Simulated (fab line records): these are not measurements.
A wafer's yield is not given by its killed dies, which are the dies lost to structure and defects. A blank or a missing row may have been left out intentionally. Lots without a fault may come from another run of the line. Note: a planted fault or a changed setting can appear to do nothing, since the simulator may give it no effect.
Comparing a struck lot with a sound one | flow sky130 | 14 out of 708 route steps
Sound: these wafers, L266.2, L266.3, L266.5. Wafers struck: L285.1, L285.3, L285.4. At the end, the cause is stated.
Per side, at each step with rows, come the tool, then ch with its chambers, and then its first start. Under that, the readings that differ: sound wafers | struck wafers | difference of the means | sigmas: that difference in standard deviations of wafers without a fault.
alike: same words and numbers on both sides, and readings whose means sit less than 2 such deviations apart. not compared: any withheld reading, any reading some wafer has no value for, any bound like >300 that may hide the same value, and any number with overlapping values for which the record gives no deviation.
Wherever a step has rows on one side only, a row that says differs or no value, or a row with sigmas, the two part there. Numbers that have no deviation but don't overlap get no sigmas and don't part them. A reading that every wafer of one side lacks parts them only if that side has two wafers or more.

first, 1 step without rows for these wafers: SKY_VT_ADJUST_PCH_IMPLANT_08.
SKY_VT_ADJUST_PCH_STRIP_09: strips in O2/N2.
  sound on plasma asher-02 ch 0,1, day 10 13:27; struck on plasma asher-03 ch 0,1, day 16 10:32
  alike: drypump motor current A, oes product au, strip time to endpoint s
  not compared: rf hours counter h
SKY_VT_ADJUST_PCH_TW_MEAS_10:
  sound on film metro-04, day 10 13:34; struck on film metro-03, day 16 10:38
  alike: VT_ADJUST_PCH_TW
then, 7 steps without rows for these wafers: SKY_SONOS_TUNNEL_DEHYDRATE_00 (time 60 s); SKY_SONOS_TUNNEL_HMDS_01 (prime time 60 s); SKY_SONOS_TUNNEL_COAT_02 (resist thk 1140 nm); SKY_SONOS_TUNNEL_SOFTBAKE_03 (time 60 s); SKY_SONOS_TUNNEL_EXPOSE_04 (exposes mask TUNM, target cd 410 nm); SKY_SONOS_TUNNEL_PEB_05; SKY_SONOS_TUNNEL_DEVELOP_06 (develop time 60 s).
SKY_SONOS_TUNNEL_CD_MEAS_07: target cd 410 nm.
  sound on cd sem-01, day 11 13:13; struck on cd sem-01, day 17 14:47
  alike: cd nm
SKY_SONOS_TUNNEL_OVL_MEAS_08:
  sound on overlay-02, day 11 13:20; struck on overlay-01, day 17 14:54
  alike: SONOS_TUNNEL_OVL
SKY_SONOS_TUNNEL_IMPLANT_09:
  sound on implanter-01 ch 0, day 11 13:23; struck on implanter-01 ch 0, day 17 14:56
  reading                   | sound                | struck               | difference | sigmas
  beam energy keV           | 20.005 20.007 20.012 | 19.066 19.074 19.081 | -0.934     | -99 or more
  model.implant.rp nm (nm)  | 66.04 66.04 66.04    | 62.39 62.39 62.39    | -3.65      |
  model.implant.drp nm (nm) | 28.34 28.34 28.34    | 27.42 27.42 27.42    | -0.92      |
  alike: beam on s
then, 1 step without rows for these wafers: SKY_SONOS_TUNNEL_WET_ETCH_10 (etches SiO2 in dHF, target depth 14 nm, time 280 s).

## WHERE THEY PART
Only at SKY_SONOS_TUNNEL_IMPLANT_09, within this record.

WHY: the cause the simulator had injected
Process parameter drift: implanter-01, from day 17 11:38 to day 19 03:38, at SKY_SONOS_TUNNEL_IMPLANT_09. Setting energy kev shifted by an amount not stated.
